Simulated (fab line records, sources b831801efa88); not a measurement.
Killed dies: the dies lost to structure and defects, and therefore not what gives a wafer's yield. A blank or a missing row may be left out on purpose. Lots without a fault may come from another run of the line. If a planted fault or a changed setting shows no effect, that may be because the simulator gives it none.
Which of the tools did it? / flow sky130 / 24 lots with 72 wafers sampled at 4 steps, on a route of 708 steps

## WHAT EACH GAUGE READ, for each wafer
SKY_POLY_GATE_THK_MEAS_04.
lot=L074; measured=day 15 02:38; on=film-metro-03; POLY_GATE_CVD_03_THK (nm)=75.6 74.8 74.7
lot=L075; measured=day 15 13:51; on=film-metro-03; POLY_GATE_CVD_03_THK (nm)=74.9 75.1 75.0
lot=L076; measured=day 16 01:35; on=film-metro-02; POLY_GATE_CVD_03_THK (nm)=73.8 74.3 74.6
lot=L077; measured=day 16 05:41; on=film-metro-04; POLY_GATE_CVD_03_THK (nm)=74.5 75.2 74.7
lot=L078; measured=day 17 04:26; on=film-metro-03; POLY_GATE_CVD_03_THK (nm)=74.4 75.1 75.1
lot=L079; measured=day 17 04:28; on=film-metro-04; POLY_GATE_CVD_03_THK (nm)=74.6 73.8 74.3
lot=L080; measured=day 17 09:50; on=film-metro-03; POLY_GATE_CVD_03_THK (nm)=74.7 75.3 75.0
lot=L081; measured=day 17 13:28; on=film-metro-03; POLY_GATE_CVD_03_THK (nm)=74.2 73.4 73.7
lot=L082; measured=day 17 21:25; on=film-metro-02; POLY_GATE_CVD_03_THK (nm)=74.0 74.2 74.8
lot=L083; measured=day 18 04:45; on=film-metro-04; POLY_GATE_CVD_03_THK (nm)=75.1 75.0 75.9
lot=L084; measured=day 18 14:51; on=film-metro-02; POLY_GATE_CVD_03_THK (nm)=74.9 75.4 74.9
lot=L085; measured=day 18 23:46; on=film-metro-03; POLY_GATE_CVD_03_THK (nm)=73.5 73.7 74.6
lot=L086; measured=day 19 07:02; on=film-metro-02; POLY_GATE_CVD_03_THK (nm)=74.4 74.8 74.9
lot=L087; measured=day 19 16:22; on=film-metro-03; POLY_GATE_CVD_03_THK (nm)=76.4 76.0 75.6
lot=L088; measured=day 20 02:27; on=film-metro-03; POLY_GATE_CVD_03_THK (nm)=76.1 76.0 76.5
lot=L089; measured=day 20 10:43; on=film-metro-04; POLY_GATE_CVD_03_THK (nm)=74.8 75.3 75.1
lot=L090; measured=day 21 11:22; on=film-metro-03; POLY_GATE_CVD_03_THK (nm)=74.5 74.6 74.8
lot=L091; measured=day 22 05:52; on=film-metro-03; POLY_GATE_CVD_03_THK (nm)=76.4 76.3 76.8
lot=L092; measured=day 22 05:51; on=film-metro-02; POLY_GATE_CVD_03_THK (nm)=73.1 73.5 73.9
lot=L093; measured=day 22 11:23; on=film-metro-04; POLY_GATE_CVD_03_THK (nm)=74.9 75.3 75.1
lot=L094; measured=day 22 12:43; on=film-metro-02; POLY_GATE_CVD_03_THK (nm)=75.6 76.1 75.5
lot=L095; measured=day 22 16:28; on=film-metro-03; POLY_GATE_CVD_03_THK (nm)=75.1 75.5 75.1
lot=L096; measured=day 22 22:16; on=film-metro-04; POLY_GATE_CVD_03_THK (nm)=75.6 75.5 75.6
lot=L097; measured=day 23 11:31; on=film-metro-04; POLY_GATE_CVD_03_THK (nm)=74.6 75.4 74.8

SKY_POLY_GATE_CD_MEAS_13: the cd target is 150 nm.
lot=L074; measured=day 16 05:46; on=cd-sem-02; cd-nm (nm)=146.5 149.0 148.9
lot=L075; measured=day 16 17:26; on=cd-sem-01; cd-nm (nm)=149.6 149.1 150.6
lot=L076; measured=day 17 06:21; on=cd-sem-01; cd-nm (nm)=150.0 149.3 150.4
lot=L077; measured=day 17 09:31; on=cd-sem-01; cd-nm (nm)=148.7 148.8 149.4
lot=L078; measured=day 18 09:44; on=cd-sem-02; cd-nm (nm)=151.3 150.8 150.5
lot=L079; measured=day 18 10:05; on=cd-sem-02; cd-nm (nm)=150.5 150.1 150.5
lot=L080; measured=day 18 15:58; on=cd-sem-01; cd-nm (nm)=149.5 148.9 148.7
lot=L081; measured=day 18 19:47; on=cd-sem-01; cd-nm (nm)=151.3 150.2 150.5
lot=L082; measured=day 19 04:02; on=cd-sem-01; cd-nm (nm)=150.3 149.0 149.9
lot=L083; measured=day 19 11:58; on=cd-sem-02; cd-nm (nm)=152.0 151.2 152.1
lot=L084; measured=day 19 21:03; on=cd-sem-01; cd-nm (nm)=152.0 150.9 150.7
lot=L085; measured=day 20 06:22; on=cd-sem-02; cd-nm (nm)=149.5 148.7 148.9
lot=L086; measured=day 20 14:06; on=cd-sem-02; cd-nm (nm)=148.7 147.8 148.2
lot=L087; measured=day 20 22:43; on=cd-sem-02; cd-nm (nm)=149.8 150.5 151.2
lot=L088; measured=day 21 08:52; on=cd-sem-02; cd-nm (nm)=149.8 150.0 150.1
lot=L089; measured=day 21 17:06; on=cd-sem-01; cd-nm (nm)=150.3 148.0 148.3
lot=L090; measured=day 22 17:46; on=cd-sem-01; cd-nm (nm)=152.0 150.2 150.2
lot=L091; measured=day 23 12:33; on=cd-sem-02; cd-nm (nm)=149.1 149.5 149.7
lot=L092; measured=day 23 12:18; on=cd-sem-01; cd-nm (nm)=151.2 150.9 149.9
lot=L093; measured=day 23 17:35; on=cd-sem-01; cd-nm (nm)=149.3 148.4 148.3
lot=L094; measured=day 23 18:45; on=cd-sem-02; cd-nm (nm)=152.2 151.1 152.6
lot=L095; measured=day 23 22:54; on=cd-sem-01; cd-nm (nm)=150.3 152.3 150.9
lot=L096; measured=day 24 04:25; on=cd-sem-01; cd-nm (nm)=149.9 149.5 149.9
lot=L097; measured=day 24 17:16; on=cd-sem-01; cd-nm (nm)=148.1 148.1 148.1

SKY_POLY_CUT_CD_MEAS_08: the cd target is 270 nm.
lot=L074; measured=day 24 00:28; on=cd-sem-01; cd-nm (nm)=270.0 270.1 269.5
lot=L075; measured=day 24 11:21; on=cd-sem-02; cd-nm (nm)=270.3 271.4 270.9
lot=L076; measured=day 25 03:20; on=cd-sem-01; cd-nm (nm)=269.9 270.1 268.1
lot=L077; measured=day 25 06:50; on=cd-sem-02; cd-nm (nm)=269.0 268.6 269.7
lot=L078; measured=day 26 03:20; on=cd-sem-01; cd-nm (nm)=269.6 269.3 269.5
lot=L079; measured=day 26 04:41; on=cd-sem-02; cd-nm (nm)=268.9 269.3 269.1
lot=L080; measured=day 26 12:23; on=cd-sem-01; cd-nm (nm)=270.3 269.8 268.9
lot=L081; measured=day 26 14:27; on=cd-sem-01; cd-nm (nm)=270.6 270.3 270.1
lot=L082; measured=day 26 23:23; on=cd-sem-02; cd-nm (nm)=270.4 270.0 270.5
lot=L083; measured=day 27 05:26; on=cd-sem-01; cd-nm (nm)=269.2 268.5 268.4
lot=L084; measured=day 27 12:29; on=cd-sem-01; cd-nm (nm)=268.4 268.3 268.5
lot=L085; measured=day 27 23:10; on=cd-sem-01; cd-nm (nm)=268.0 267.0 268.0
lot=L086; measured=day 28 05:47; on=cd-sem-02; cd-nm (nm)=273.1 273.4 272.1
lot=L087; measured=day 28 12:38; on=cd-sem-02; cd-nm (nm)=269.6 269.1 269.5
lot=L088; measured=day 29 01:02; on=cd-sem-02; cd-nm (nm)=271.7 271.5 270.8
lot=L089; measured=day 29 05:21; on=cd-sem-01; cd-nm (nm)=270.2 270.9 270.5
lot=L090; measured=day 30 06:17; on=cd-sem-01; cd-nm (nm)=270.0 269.9 270.5
lot=L091; measured=day 30 23:24; on=cd-sem-02; cd-nm (nm)=269.4 267.7 267.6
lot=L092; measured=day 30 21:38; on=cd-sem-01; cd-nm (nm)=270.4 270.3 270.7
lot=L093; measured=day 31 03:37; on=cd-sem-02; cd-nm (nm)=272.7 273.0 272.6
lot=L094; measured=day 31 03:20; on=cd-sem-01; cd-nm (nm)=269.8 270.0 268.7
lot=L095; measured=day 31 10:02; on=cd-sem-01; cd-nm (nm)=269.6 268.2 270.7
lot=L096; measured=day 31 14:32; on=cd-sem-01; cd-nm (nm)=269.0 268.1 269.6
lot=L097; measured=day 32 02:57; on=cd-sem-02; cd-nm (nm)=267.0 267.9 268.5

## TOOL THAT RAN EACH LOT (tool first, then ch and the chambers of the sampled wafers, then the start)
lot=L074; SKY_VT_ADJUST_HVTP_STRIP_10=plasma-asher-03 ch 0,1, day 6 01:42
lot=L075; SKY_VT_ADJUST_HVTP_STRIP_10=plasma-asher-01 ch 0,1, day 6 13:04
lot=L076; SKY_VT_ADJUST_HVTP_STRIP_10=plasma-asher-01 ch 0, day 6 18:31
lot=L077; SKY_VT_ADJUST_HVTP_STRIP_10=plasma-asher-04 ch 0,1, day 6 20:47
lot=L078; SKY_VT_ADJUST_HVTP_STRIP_10=plasma-asher-03 ch 0,1, day 7 02:56
lot=L079; SKY_VT_ADJUST_HVTP_STRIP_10=plasma-asher-04 ch 0,1, day 7 10:56
lot=L080; SKY_VT_ADJUST_HVTP_STRIP_10=plasma-asher-04 ch 0,1, day 7 19:32
lot=L081; SKY_VT_ADJUST_HVTP_STRIP_10=plasma-asher-04 ch 0,1, day 7 21:21
lot=L082; SKY_VT_ADJUST_HVTP_STRIP_10=plasma-asher-03 ch 0,1, day 8 03:35
lot=L083; SKY_VT_ADJUST_HVTP_STRIP_10=plasma-asher-01 ch 0,1, day 8 09:24
lot=L084; SKY_VT_ADJUST_HVTP_STRIP_10=plasma-asher-04 ch 0,1, day 8 15:22
lot=L085; SKY_VT_ADJUST_HVTP_STRIP_10=plasma-asher-03 ch 0,1, day 8 20:21
lot=L086; SKY_VT_ADJUST_HVTP_STRIP_10=plasma-asher-03 ch 0,1, day 9 03:42
lot=L087; SKY_VT_ADJUST_HVTP_STRIP_10=plasma-asher-03 ch 0,1, day 9 08:34
lot=L088; SKY_VT_ADJUST_HVTP_STRIP_10=plasma-asher-04 ch 0,1, day 9 14:42
lot=L089; SKY_VT_ADJUST_HVTP_STRIP_10=plasma-asher-01 ch 0,1, day 9 21:11
lot=L090; SKY_VT_ADJUST_HVTP_STRIP_10=plasma-asher-04 ch 0,1, day 10 03:31
lot=L091; SKY_VT_ADJUST_HVTP_STRIP_10=plasma-asher-03 ch 0,1, day 10 17:37
lot=L092; SKY_VT_ADJUST_HVTP_STRIP_10=plasma-asher-04 ch 0,1, day 11 00:00
lot=L093; SKY_VT_ADJUST_HVTP_STRIP_10=plasma-asher-04 ch 0,1, day 11 10:44
lot=L094; SKY_VT_ADJUST_HVTP_STRIP_10=plasma-asher-03 ch 0,1, day 11 14:44
lot=L095; SKY_VT_ADJUST_HVTP_STRIP_10=plasma-asher-03 ch 0,1, day 11 15:22
lot=L096; SKY_VT_ADJUST_HVTP_STRIP_10=plasma-asher-04 ch 1, day 11 19:56
lot=L097; SKY_VT_ADJUST_HVTP_STRIP_10=plasma-asher-04 ch 0,1, day 12 07:37
- SKY_VT_ADJUST_HVTP_STRIP_10: strips in O2/N2.

## WHAT THE TOOLS THEMSELVES READ (means of the sampled wafers that have a number; where no wafer has one, the mark that the record gives instead)
SKY_VT_ADJUST_HVTP_STRIP_10.
lot=L074; tool=plasma-asher-03; drypump-motor-current-A (A)=5.7; oes-product-au (a.u.)=0.715; strip-time-to-endpoint-s (s)=14.16
lot=L075; tool=plasma-asher-01; drypump-motor-current-A (A)=5.5; oes-product-au (a.u.)=0.720; strip-time-to-endpoint-s (s)=14.18
lot=L076; tool=plasma-asher-01; drypump-motor-current-A (A)=5.5; oes-product-au (a.u.)=0.718; strip-time-to-endpoint-s (s)=14.19
lot=L077; tool=plasma-asher-04; drypump-motor-current-A (A)=5.8; oes-product-au (a.u.)=0.713; strip-time-to-endpoint-s (s)=14.18
lot=L078; tool=plasma-asher-03; drypump-motor-current-A (A)=5.7; oes-product-au (a.u.)=0.716; strip-time-to-endpoint-s (s)=14.20
lot=L079; tool=plasma-asher-04; drypump-motor-current-A (A)=5.8; oes-product-au (a.u.)=0.718; strip-time-to-endpoint-s (s)=14.21
lot=L080; tool=plasma-asher-04; drypump-motor-current-A (A)=6.0; oes-product-au (a.u.)=0.720; strip-time-to-endpoint-s (s)=14.12
lot=L081; tool=plasma-asher-04; drypump-motor-current-A (A)=5.8; oes-product-au (a.u.)=0.716; strip-time-to-endpoint-s (s)=14.15
lot=L082; tool=plasma-asher-03; drypump-motor-current-A (A)=5.4; oes-product-au (a.u.)=0.717; strip-time-to-endpoint-s (s)=14.17
lot=L083; tool=plasma-asher-01; drypump-motor-current-A (A)=5.5; oes-product-au (a.u.)=0.715; strip-time-to-endpoint-s (s)=14.20
lot=L084; tool=plasma-asher-04; drypump-motor-current-A (A)=6.0; oes-product-au (a.u.)=0.717; strip-time-to-endpoint-s (s)=14.16
lot=L085; tool=plasma-asher-03; drypump-motor-current-A (A)=5.4; oes-product-au (a.u.)=0.715; strip-time-to-endpoint-s (s)=14.15
lot=L086; tool=plasma-asher-03; drypump-motor-current-A (A)=5.7; oes-product-au (a.u.)=0.716; strip-time-to-endpoint-s (s)=14.24
lot=L087; tool=plasma-asher-03; drypump-motor-current-A (A)=5.7; oes-product-au (a.u.)=0.715; strip-time-to-endpoint-s (s)=14.20
lot=L088; tool=plasma-asher-04; drypump-motor-current-A (A)=6.0; oes-product-au (a.u.)=0.720; strip-time-to-endpoint-s (s)=14.13
lot=L089; tool=plasma-asher-01; drypump-motor-current-A (A)=5.5; oes-product-au (a.u.)=0.721; strip-time-to-endpoint-s (s)=14.16
lot=L090; tool=plasma-asher-04; drypump-motor-current-A (A)=5.8; oes-product-au (a.u.)=0.716; strip-time-to-endpoint-s (s)=14.16
lot=L091; tool=plasma-asher-03; drypump-motor-current-A (A)=5.7; oes-product-au (a.u.)=0.713; strip-time-to-endpoint-s (s)=14.16
lot=L092; tool=plasma-asher-04; drypump-motor-current-A (A)=5.8; oes-product-au (a.u.)=0.719; strip-time-to-endpoint-s (s)=14.12
lot=L093; tool=plasma-asher-04; drypump-motor-current-A (A)=6.0; oes-product-au (a.u.)=0.718; strip-time-to-endpoint-s (s)=14.15
lot=L094; tool=plasma-asher-03; drypump-motor-current-A (A)=5.7; oes-product-au (a.u.)=0.712; strip-time-to-endpoint-s (s)=14.17
lot=L095; tool=plasma-asher-03; drypump-motor-current-A (A)=5.7; oes-product-au (a.u.)=0.716; strip-time-to-endpoint-s (s)=14.15
lot=L096; tool=plasma-asher-04; drypump-motor-current-A (A)=5.7; oes-product-au (a.u.)=0.721; strip-time-to-endpoint-s (s)=14.17
lot=L097; tool=plasma-asher-04; drypump-motor-current-A (A)=6.0; oes-product-au (a.u.)=0.717; strip-time-to-endpoint-s (s)=14.12

## THE ANSWER, worked out from the rows above alone
Rule: the usual values come from the lots themselves. The widest of any qualifying gaps counts: lots, ordered by their means at a reading, are off when they make up no more than a third of the lots, leave a main group of 4 or more, and stand apart from it by 3 or more times the standard deviation of that group's means. If all means in a main group match to the digits the tables above print for the reading, that group is not used. A lot without any number at a reading at which 4 lots or more have one is off too. All remaining lots with rows at the step are treated as sound. Order of review: gauges by route order, followed by the tools' own readings, for which a lot's mean as printed above is used. The first step at which some lot is off is used, and at that step the reading that is off furthest; a lot without a number counts as furthest.
No lot is off at any reading shown: from this, nothing can be told.

## WHAT THE SIMULATOR HAD INSERTED
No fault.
